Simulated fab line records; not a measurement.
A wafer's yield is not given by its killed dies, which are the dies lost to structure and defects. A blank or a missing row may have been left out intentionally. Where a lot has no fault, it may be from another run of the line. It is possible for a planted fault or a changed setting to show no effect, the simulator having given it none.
One fault seen from 2 desks :: flow sky130 :: numbers are kept per desk, each desk with only its own; the story behind them comes last

== THE METROLOGY DESK ==
Means of the sampled wafers that have a number, per lot and without regard to the tool the lot ran on: this is what the gauges read. If a lot's mean is further than 4 standard deviations from the usual mean, the lot is out of limits and carries the mark OUT (the distance appears in the brackets).
Columns: A = cd-nm at SKY_VT_ADJUST_HVTR_CD_MEAS_07, usual 379.7 nm; B = SONOS_ONO_CVD_02_THK at SKY_SONOS_ONO_THK_MEAS_03, usual 10.50 nm; C = POLY_GATE_CVD_00_THK at SKY_POLY_GATE_THK_MEAS_01, usual 179.7 nm
lot: L639
first seen here: day 9 10:04
A: 380.6
B: 10.44
C: 180.3

lot: L641
first seen here: day 10 04:48
A: 381.0
B: 10.72
C: 177.9

lot: L643
first seen here: day 10 15:59
A: 377.5
B: 10.38
C: 180.9

lot: L644
first seen here: day 10 22:14
A: 382.4
B: 10.53
C: 178.9

lot: L645
first seen here: day 11 10:56
A: 380.3
B: 10.47
C: 177.0

lot: L647
first seen here: day 12 09:16
A: 382.4
B: 10.35
C: 182.9

lot: L652
first seen here: day 13 14:49
A: 382.0
B: 10.37
C: 180.1

lot: L651
first seen here: day 13 17:58
A: 381.0
B: 10.44
C: 180.2

lot: L653
first seen here: day 13 23:31
A: 379.4
B: 10.54
C: 179.9

lot: L654
first seen here: day 14 03:36
A: 380.2
B: 10.43
C: 180.2

lot: L655
first seen here: day 14 10:58
A: 377.3
B: 10.65
C: 179.1

lot: L656
first seen here: day 14 20:19
A: 377.1
B: 10.66
C: 181.1

lot: L658
first seen here: day 15 06:43
A: 375.4
B: 10.68
C: 180.9
This desk found nothing out of limits on any of the 13 lots.

== FOR THE TOOL OWNER'S DESK: litho-track-02 ==
The tool's own readings at SKY_GATE_OXIDE_COAT_05 (resist thk 1140 nm): means of the sampled wafers that have a number, for each lot that ran on this tool. If a lot's mean is further than 4 standard deviations from the usual mean, the lot is out of limits and carries the mark OUT (the distance appears in the brackets).
Columns: A = dispense-pressure-kPa at SKY_GATE_OXIDE_COAT_05, usual 51.1 kPa
lot: L641
first seen here: day 14 03:53
A: 50.4

lot: L645
first seen here: day 15 12:59
A: 50.4

lot: L653
first seen here: day 18 09:50
A: 50.4

lot: L654
first seen here: day 18 17:46
A: 50.4

lot: L655
first seen here: day 19 00:59
A: 50.4
This desk found nothing out of limits on any of the 5 lots.

== BROUGHT TOGETHER ==
Metrology desk: nothing out of limits seen.
Nothing out of limits was seen by the tool owner's desk.

== WHAT WAS PUT IN BY THE SIMULATOR ==
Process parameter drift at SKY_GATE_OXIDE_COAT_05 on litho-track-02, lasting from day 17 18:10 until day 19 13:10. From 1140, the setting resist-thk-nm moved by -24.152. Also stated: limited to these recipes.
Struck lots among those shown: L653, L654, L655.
